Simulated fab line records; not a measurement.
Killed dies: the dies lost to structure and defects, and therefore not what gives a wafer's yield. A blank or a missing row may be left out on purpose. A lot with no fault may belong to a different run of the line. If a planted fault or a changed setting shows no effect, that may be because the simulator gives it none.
8D (eight disciplines) problem report, filled in by code | flow sky130 | the parts of the form that need people (team, actions taken, sign-off) are left out

1. THE PROBLEM
Mean VIA3_W_RS at SKY_VIA3_RS_MEAS_22: 0.195 ohm/sq over 3 wafers in 2 lots; fault-free wafers: 0.293 ohm/sq, standard deviation 0.0034. That puts it -29 standard deviations away from the usual mean.
The step: measures by four-point-probe.
Earliest sighting: wafer L477.6 on film metro-03 at day 44 18:25. At this step, 30 wafers from 10 lots have a number in the record. Rule for "out", or "out of limits": more than 4 standard deviations from the usual mean. The rest of the wafers with a number are treated as sound.

2. WHAT IT IS AND WHAT IT IS NOT
question                    | is                           | is not
which readings at this step | VIA3_W_RS                    | -
which lots                  | L477, L478                   | L462, L464, L466, L468, L469, L472, L479, L480
which wafers of those lots  | L477.6, L478.1, L478.6       | L477.2, L477.4, L478.2
read on which gauges        | film metro-02, film metro-03 | film metro-04
when                        | from day 44 18:25            | up to then (20 sound wafers); but 7 sound wafers of L478, L479, L480 came after

3. THE SUSPECTS, EACH WITH WHAT RULES IT OUT
Counting: if a tool at a process step up to the reading ran every lot that is out, it stays a suspect. Sound lots after the first of them don't rule it out here, since some wafers of a struck lot are sound.
- the gauge at SKY_VIA3_RS_MEAS_22 has been ruled out. 2 gauges (film metro-02, film metro-03) read the wafers that are out.
- cvd w-02 at SKY_VIA3_CVD_21 (deposits W, target thk 390 nm, time 117.31 s): kept. It ran every lot that is out, first L477 (day 44 18:16); its last sound lot up to then is L468 (day 42 13:11).
After counting, what remains is cvd w-02 at SKY_VIA3_CVD_21.

4. THE CAUSE (what the simulator had put in)
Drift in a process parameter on cvd w-02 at SKY_VIA3_CVD_21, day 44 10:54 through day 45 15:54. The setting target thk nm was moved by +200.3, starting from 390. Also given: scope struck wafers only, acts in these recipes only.
Only this tool survived the counting.

5. THE EFFECT CHAIN, in route order
One row per reading whose mean, taken over the struck wafers that have a number, lies over 3 standard deviations from the usual. Only readings for which the record gives a usual standard deviation are gone through. hours: the time from each lot's start at the first step in this table that gives one to its start at this step, as a median over the lots. sigmas: the change in usual standard deviations.
hours | step                 | reading            | usual        | on struck wafers | change | sigmas
0     | SKY_VIA3_RS_MEAS_22  | VIA3_W_RS          | 0.293 ohm/sq | 0.195            | -0.098 | -29
0     | SKY_VIA3_THK_MEAS_23 | VIA3_W_THK         | 386 nm       | 569              | +183   | +35
1     | SKY_VIA3_CMP_24      | time to endpoint s | 95 s         | 143              | +48    | +10
The process steps in it:
- SKY_VIA3_CMP_24: polishes, stops on SiO2, t overpolish 20 s, target thk 0 nm.
Later steps that measure or inspect, where all struck wafers having a row at the step show a number for every such reading and not one has moved that far: SKY_CAP2M_THK_MEAS_01.

6. WHAT WOULD HAVE CAUGHT IT SOONER
Counted from the fault's start at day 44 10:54, it took 8 hours until the first out-of-limits reading at a measuring or inspecting step in this record, taken at day 44 18:25.
No tool reading at SKY_VIA3_CVD_21 that has a usual standard deviation in the record was out on any struck wafer, so an alarm limit of 4 standard deviations on those readings would not have fired.
L478, from the lots that are out (2), started SKY_VIA3_CVD_21 on cvd w-02 later than day 44 18:25. A hold on the tool at that time would have spared it.
